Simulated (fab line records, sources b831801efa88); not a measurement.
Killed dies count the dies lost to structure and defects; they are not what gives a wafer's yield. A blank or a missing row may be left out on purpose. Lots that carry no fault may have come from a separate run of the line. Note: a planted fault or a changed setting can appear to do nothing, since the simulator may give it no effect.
fab line records / flow sky130 / part 2 of 2: steps 43 to 43 of 43
record: lots: 6 wafers: 18 last_day: 49
route steps=708 shown CONTACT@421 METAL1@434 VIA1@458 PAD_OPEN@708
lots untouched by any fault: they come from a run of this same line in which no faults occurred
start_h: hours from the record's first day to the start of the lot's first wafer shown / wait_h: time in hours since the lot's previous step / " identical to the entry in the row above / L1.1+2: one row covering several wafers at once / - either no value or no given start / * or withheld: withheld / < > ~ a bound
route shown NAME@n: a module of which the file shows steps, and the number in the route of the first / usual: mean/standard deviation of fault-free wafers / same: alike in all rows / chamber/n: place in a boat / sites: per-site readings / _std_site: standard deviation of those values / _edge_site: outer sites' mean less inner sites' / radius_mm: for every site, how far away it sits from the centre of the wafer / mask NAME#n: copy n / behind: tool/chamber where the wafer was last shaped / hold: reason for holding the lot/hours on hold/outcome of the hold / device: which transistor (n, p or np) failed to switch / end of line: at the end of the route, the tests of the same wafers / where a step has no rows: the recipe by itself / killed: not the wafer's yield, but the dies lost to structure and defects at the first sort / map: a wafer's dies, marking killed ones x, the rest . and places with no die _
set.NAME: the setting as run; set.NAME@STEP: as run at that earlier step / model.NAME: the simulator's own value behind a step, which no gauge read
a table for each step, a row for each wafer; lots at some steps of the route
services: when a tool's chamber went out of use (start_h, in hours from the record's first day, below 0 if earlier), for how many hours, and the reason
== steps ==
step: SKY_PAD_OPEN_PROBE_99
usual: killed_at_M0_to_M3: 43/6.8 killed_at_M4_up: 2.9/1.7 killed_at_contacts: 24/5.4 killed_at_front_end: 15/4.8 killed_at_other: 0.3/0.57 killed_dies: 85/9.4 killed_on_rim: 16/4 killed_open: 47/7.5 killed_short: 38/5.7
same: gross_dies: 492 killed_at_back_side: 0
lot.wafer=L962.1 tool=prober-01 chamber=- start_h=1065.29 wait_h=0.1 killed_at_M0_to_M3=52 killed_at_M4_up=3 killed_at_contacts=22 killed_at_front_end=14 killed_at_other=0 killed_dies=91 killed_on_rim=25 killed_open=45 killed_short=46
lot.wafer=L962.2 tool=prober-01 chamber=- start_h=1065.34 wait_h=0.1 killed_at_M0_to_M3=43 killed_at_M4_up=4 killed_at_contacts=33 killed_at_front_end=7 killed_at_other=0 killed_dies=87 killed_on_rim=16 killed_open=54 killed_short=33
lot.wafer=L962.4 tool=prober-01 chamber=- start_h=1065.44 wait_h=0.2 killed_at_M0_to_M3=50 killed_at_M4_up=0 killed_at_contacts=32 killed_at_front_end=11 killed_at_other=1 killed_dies=94 killed_on_rim=21 killed_open=54 killed_short=40
lot.wafer=L971.1 tool=prober-01 chamber=- start_h=1129.12 wait_h=0.1 killed_at_M0_to_M3=22 killed_at_M4_up=0 killed_at_contacts=302 killed_at_front_end=7 killed_at_other=1 killed_dies=332 killed_on_rim=61 killed_open=29 killed_short=21
lot.wafer=L971.4 tool=prober-01 chamber=- start_h=1129.27 wait_h=0.2 killed_at_M0_to_M3=39 killed_at_M4_up=3 killed_at_contacts=290 killed_at_front_end=11 killed_at_other=0 killed_dies=343 killed_on_rim=62 killed_open=39 killed_short=33
lot.wafer=L971.5 tool=prober-01 chamber=- start_h=1129.32 wait_h=0.2 killed_at_M0_to_M3=29 killed_at_M4_up=2 killed_at_contacts=265 killed_at_front_end=15 killed_at_other=0 killed_dies=311 killed_on_rim=58 killed_open=36 killed_short=29
lot.wafer=L972.1 tool=prober-02 chamber=- start_h=1141.59 wait_h=0.1 killed_at_M0_to_M3=30 killed_at_M4_up=2 killed_at_contacts=277 killed_at_front_end=14 killed_at_other=0 killed_dies=323 killed_on_rim=56 killed_open=33 killed_short=21
lot.wafer=L972.2 tool=prober-02 chamber=- start_h=1141.64 wait_h=0.1 killed_at_M0_to_M3=19 killed_at_M4_up=2 killed_at_contacts=297 killed_at_front_end=8 killed_at_other=0 killed_dies=326 killed_on_rim=66 killed_open=25 killed_short=21
lot.wafer=L972.5 tool=prober-02 chamber=- start_h=1141.79 wait_h=0.2 killed_at_M0_to_M3=25 killed_at_M4_up=1 killed_at_contacts=305 killed_at_front_end=5 killed_at_other=0 killed_dies=336 killed_on_rim=61 killed_open=41 killed_short=14
lot.wafer=L975.2 tool=prober-01 chamber=- start_h=1154.77 wait_h=0.1 killed_at_M0_to_M3=52 killed_at_M4_up=6 killed_at_contacts=21 killed_at_front_end=14 killed_at_other=0 killed_dies=93 killed_on_rim=21 killed_open=43 killed_short=50
lot.wafer=L975.4 tool=prober-01 chamber=- start_h=1154.87 wait_h=0.2 killed_at_M0_to_M3=46 killed_at_M4_up=5 killed_at_contacts=24 killed_at_front_end=19 killed_at_other=0 killed_dies=94 killed_on_rim=27 killed_open=58 killed_short=36
lot.wafer=L975.5 tool=prober-01 chamber=- start_h=1154.92 wait_h=0.2 killed_at_M0_to_M3=42 killed_at_M4_up=2 killed_at_contacts=21 killed_at_front_end=16 killed_at_other=2 killed_dies=83 killed_on_rim=16 killed_open=51 killed_short=32
lot.wafer=L976.1 tool=prober-02 chamber=- start_h=1155.23 wait_h=0.1 killed_at_M0_to_M3=41 killed_at_M4_up=3 killed_at_contacts=23 killed_at_front_end=17 killed_at_other=0 killed_dies=84 killed_on_rim=16 killed_open=48 killed_short=36
lot.wafer=L976.2 tool=prober-02 chamber=- start_h=1155.28 wait_h=0.1 killed_at_M0_to_M3=37 killed_at_M4_up=2 killed_at_contacts=34 killed_at_front_end=12 killed_at_other=1 killed_dies=86 killed_on_rim=12 killed_open=53 killed_short=33
lot.wafer=L976.3 tool=prober-02 chamber=- start_h=1155.33 wait_h=0.2 killed_at_M0_to_M3=37 killed_at_M4_up=4 killed_at_contacts=19 killed_at_front_end=11 killed_at_other=0 killed_dies=71 killed_on_rim=15 killed_open=44 killed_short=27
lot.wafer=L977.2 tool=prober-02 chamber=- start_h=1169.32 wait_h=0.1 killed_at_M0_to_M3=40 killed_at_M4_up=2 killed_at_contacts=20 killed_at_front_end=14 killed_at_other=0 killed_dies=76 killed_on_rim=15 killed_open=46 killed_short=30
lot.wafer=L977.3 tool=prober-02 chamber=- start_h=1169.37 wait_h=0.2 killed_at_M0_to_M3=44 killed_at_M4_up=2 killed_at_contacts=25 killed_at_front_end=16 killed_at_other=0 killed_dies=87 killed_on_rim=20 killed_open=43 killed_short=44
lot.wafer=L977.5 tool=prober-02 chamber=- start_h=1169.47 wait_h=0.2 killed_at_M0_to_M3=31 killed_at_M4_up=2 killed_at_contacts=26 killed_at_front_end=18 killed_at_other=0 killed_dies=77 killed_on_rim=14 killed_open=37 killed_short=40
killed by level:class
L962.1 VIA1:geometric_particle:open=11 VIA3:geometric_particle:short=9 CONTACT:geometric_particle:open=7 POLY_GATE:geometric_particle:open=7 VIA1:geometric_particle:short=6 VIA2:geometric_particle:open=6 LI_CONTACT:geometric_particle:open=5 METAL2:geometric_particle:short=5
L962.2 CONTACT:geometric_particle:open=18 VIA1:geometric_particle:open=12 LI_CONTACT:geometric_particle:open=7 METAL1:geometric_particle:short=5 METAL3:geometric_particle:short=5 LI_CONTACT:geometric_particle:short=4 VIA1:geometric_particle:short=4 VIA2:geometric_particle:open=4
L962.4 CONTACT:geometric_particle:open=10 VIA2:geometric_particle:open=10 VIA1:geometric_particle:open=9 VIA3:geometric_particle:short=7 LI_CONTACT:geometric_particle:open=7 LOCAL_INTERCONNECT:geometric_particle:short=6 VIA3:geometric_particle:open=6 LI_CONTACT:geometric_particle:short=5
L971.1 CONTACT:unspecified=282 CONTACT:geometric_particle:open=10 VIA1:geometric_particle:open=5 FIELD_ISO:geometric_particle:open=4 LI_CONTACT:geometric_particle:open=4 METAL2:geometric_particle:short=4 METAL3:geometric_particle:short=3 VIA3:geometric_particle:short=3
L971.4 CONTACT:unspecified=271 VIA1:geometric_particle:open=7 LI_CONTACT:geometric_particle:open=6 CONTACT:geometric_particle:short=5 VIA2:geometric_particle:open=5 POLY_GATE:geometric_particle:open=4 METAL1:geometric_particle:short=4 VIA3:geometric_particle:open=4
L971.5 CONTACT:unspecified=246 CONTACT:geometric_particle:open=7 CONTACT:geometric_particle:short=6 VIA1:geometric_particle:open=6 FIELD_ISO:geometric_particle:short=4 METAL2:geometric_particle:short=4 VIA2:geometric_particle:open=4 FIELD_ISO:geometric_particle:open=3
L972.1 CONTACT:unspecified=269 VIA1:geometric_particle:open=7 VIA3:geometric_particle:short=5 VIA3:geometric_particle:open=5 FIELD_ISO:geometric_particle:open=4 VIA2:geometric_particle:open=4 SONOS_ONO:geometric_particle:short=3 LOCAL_INTERCONNECT:geometric_particle:open=3
L972.2 CONTACT:unspecified=280 VIA1:geometric_particle:open=10 CONTACT:geometric_particle:short=6 CONTACT:geometric_particle:open=5 FIELD_ISO:geometric_particle:short=4 LOCAL_INTERCONNECT:geometric_particle:short=4 VIA3:geometric_particle:open=3 METAL4:geometric_particle:short=2
L972.5 CONTACT:unspecified=281 LI_CONTACT:geometric_particle:open=10 CONTACT:geometric_particle:open=8 VIA3:geometric_particle:open=8 CONTACT:geometric_particle:short=6 VIA1:geometric_particle:open=5 VIA2:geometric_particle:open=3 METAL1:geometric_particle:short=2
L975.2 CONTACT:geometric_particle:open=9 VIA2:geometric_particle:open=9 METAL1:geometric_particle:short=8 VIA1:geometric_particle:short=6 VIA1:geometric_particle:open=6 VIA3:geometric_particle:open=6 FIELD_ISO:geometric_particle:open=5 METAL2:geometric_particle:short=5
L975.4 VIA2:geometric_particle:open=13 CONTACT:geometric_particle:open=10 FIELD_ISO:geometric_particle:open=7 LI_CONTACT:geometric_particle:open=7 METAL1:geometric_particle:short=7 VIA3:geometric_particle:open=7 VIA1:geometric_particle:open=6 VIA1:geometric_particle:short=5
L975.5 VIA1:geometric_particle:open=11 LI_CONTACT:geometric_particle:open=9 VIA2:geometric_particle:open=9 METAL1:geometric_particle:short=7 CONTACT:geometric_particle:open=6 VIA3:geometric_particle:open=6 FIELD_ISO:geometric_particle:short=5 FIELD_ISO:geometric_particle:open=3
L976.1 LI_CONTACT:geometric_particle:open=8 VIA2:geometric_particle:open=8 CONTACT:geometric_particle:open=7 VIA3:geometric_particle:open=7 VIA1:geometric_particle:open=6 FIELD_ISO:geometric_particle:open=5 FIELD_ISO:geometric_particle:short=5 POLY_GATE:geometric_particle:short=4
L976.2 LI_CONTACT:geometric_particle:open=12 VIA1:geometric_particle:open=11 CONTACT:geometric_particle:open=8 CONTACT:geometric_particle:short=8 VIA2:geometric_particle:open=8 VIA3:geometric_particle:open=6 POLY_GATE:geometric_particle:short=3 LOCAL_INTERCONNECT:geometric_particle:short=3
L976.3 VIA3:geometric_particle:open=8 VIA2:geometric_particle:open=8 CONTACT:geometric_particle:open=7 VIA1:geometric_particle:open=7 POLY_GATE:geometric_particle:open=4 LI_CONTACT:geometric_particle:open=4 LOCAL_INTERCONNECT:geometric_particle:short=4 CONTACT:geometric_particle:short=4
L977.2 VIA1:geometric_particle:open=10 CONTACT:geometric_particle:open=9 LI_CONTACT:geometric_particle:open=7 VIA3:geometric_particle:open=6 FIELD_ISO:geometric_particle:open=5 METAL2:geometric_particle:short=5 FIELD_ISO:geometric_particle:short=4 METAL1:geometric_particle:short=4
L977.3 CONTACT:geometric_particle:open=9 VIA1:geometric_particle:open=8 LI_CONTACT:geometric_particle:open=7 VIA3:geometric_particle:open=6 POLY_GATE:geometric_particle:open=5 CONTACT:geometric_particle:short=5 METAL1:geometric_particle:short=5 METAL2:geometric_particle:short=5
L977.5 CONTACT:geometric_particle:open=13 CONTACT:geometric_particle:short=7 VIA1:geometric_particle:open=7 POLY_GATE:geometric_particle:short=5 LI_CONTACT:geometric_particle:open=5 METAL1:geometric_particle:short=5 VIA1:geometric_particle:short=5 VIA3:geometric_particle:short=4
map L971.4 (x killed, . not)
__________.x..x.xx.x_________
________xx.xx.xxxxxxxx_______
______.xxxxx.x..xxxxxx.._____
_____x.xxxx..xxxxx.x.xxxx____
____.xxx.xxxxxxx..xxxxxxx.___
___xx.xxxxxxxx.xxx.xxxx.xxx__
__x.xxxx.x.xxx.xxx.xxxxxxx.x_
_xx..xxx.x.xxxx.xxxx..xxxxxx.
_.x.xxxxx..x.xx.x...x.xx.xxxx
_xx..x..xxxxxxxxx.x..xxxxxxxx
_x.x.x.xxxxxxxxxx...x.x.x.xxx
_x..xxxxxxxxxx.xxxxx.xx..x.xx
_.xxxxx.xxx.xx..xxxxx.x.x.xxx
_x.xxxxxx.xxx.xxx.xxx....x..x
_x.xxxxx.x.xxxx..xxxxxxxxxx.x
__x.x.xxxx.x.......xx.xx.xxx_
___xxxxx.xx.x..x.xx.xxxxx..__
____...xxxxxx.xx...xxxxxxx___
_____xx..xx.xxxxxx..x.xx.____
______.xxx.xxx.xxxxx.x.x_____
________x.xxx...xx.x.x_______
__________x.xxx..x.._________
map L972.5 (x killed, . not)
__________.xx.xxx.xx_________
________.xx..xxx.xxxxx_______
______xx.xxx...xxxxxxx.x_____
_____.xx.xx.xx.x.xxxxxxxx____
____.xxxxxxxx.x.xxx..xxxx.___
___x.x.xxxx.x.xxx.xxxxxxxx.__
__..x.xxx..x.xxxxx.xxxxx.x.._
_.xx.xx.xxx.xxxxxxxxx.xxxxx..
_.xxx.xxxxx.xxxx.x.xxxx.xxx..
_..xxxx..xx.xxxx...x..x.....x
_..x.x.x.xx.xxxxxxxxxxxxxxx.x
_xxxxxxxxxx....xx....x.x.xxx.
_xxx.x..xx..x.xxxxxxx..xxxx.x
_...x.xx.xxx..xx.xxxxxxx.xxxx
_xxxx.x..xxx...xxxxxx.xxxxx.x
__..xx...x.xxxx.xxx.x..xx.xx_
___xxxxxxxx..xxxxx.x.xxxxxx__
____xxx..x.x.xx.xxxxxxxxxx___
_____x..xxx.xxx.xx..xxxx.____
______x.x.x.xx..xxxxxxxx_____
________.x.......xx.xx_______
__________xxxxx..xxx_________
== services ==
tool=pvd_sputter-03 chamber=- start_h=703.45 hours=2.7 kind=repair
tool=rie_diel-03 chamber=3 start_h=705.84 hours=4.0 kind=repair
tool=rie_diel-02 chamber=- start_h=718.98 hours=2.8 kind=pm
tool=pvd_sputter-04 chamber=- start_h=719.89 hours=3.0 kind=repair
tool=rie_diel-03 chamber=2 start_h=725.01 hours=27.3 kind=repair
tool=rie_metal-03 chamber=1 start_h=725.35 hours=15.3 kind=repair
tool=rie_diel-04 chamber=- start_h=741.66 hours=2.3 kind=repair
tool=cmp-01 chamber=- start_h=744.00 hours=4.0 kind=pm
tool=cmp-02 chamber=- start_h=749.87 hours=1.7 kind=repair
tool=cmp-02 chamber=- start_h=766.93 hours=6.4 kind=repair
tool=rie_metal-03 chamber=- start_h=768.53 hours=1.6 kind=repair
tool=rie_diel-02 chamber=1 start_h=795.12 hours=15.3 kind=repair
tool=rie_diel-02 chamber=0 start_h=799.21 hours=5.2 kind=repair
tool=cmp-01 chamber=- start_h=805.26 hours=6.8 kind=pm
tool=rie_diel-04 chamber=- start_h=827.82 hours=2.8 kind=pm
tool=cmp-01 chamber=- start_h=828.17 hours=2.6 kind=repair
tool=cmp-02 chamber=- start_h=840.36 hours=4.0 kind=repair
tool=rie_diel-04 chamber=0 start_h=841.64 hours=2.7 kind=repair
tool=rie_diel-04 chamber=2 start_h=854.04 hours=5.2 kind=repair
tool=rie_diel-04 chamber=0 start_h=859.90 hours=2.7 kind=repair
tool=pvd_sputter-04 chamber=- start_h=869.55 hours=6.5 kind=repair
tool=rie_diel-04 chamber=3 start_h=869.59 hours=3.9 kind=repair
tool=pvd_sputter-01 chamber=- start_h=876.32 hours=5.7 kind=repair
tool=cmp-02 chamber=- start_h=883.09 hours=3.8 kind=pm
== key ==
first_sign: step: SKY_PAD_OPEN_PROBE_99 reading: killed_at_contacts direction: up sigmas: 49 usual: 24 struck: 289
effect: step: SKY_PAD_OPEN_PROBE_99 reading: killed_dies direction: up sigmas: 26 usual: 85 struck: 328
met_at SKY_CONTACT_CMP_27
struck_wafers L971.1,L971.4,L971.5,L972.1,L972.2,L972.5
tester_left_out L971,L972
onset_between 727.34 809.08
fault: kind: chamber_particle_source tool: cmp-02 chamber: - onset_h: 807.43 steps: SKY_CONTACT_CMP_27 rate_per_visit_cm2: 1.6391 end_h: 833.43
tester_left_out: of these lots the tester's yield and bins aren't shown, on N5 and GAA mostly nor the transistor test; their killed dies are dies lost to structure and defects alone, not to doping, threshold or leakage, so they don't give the yield
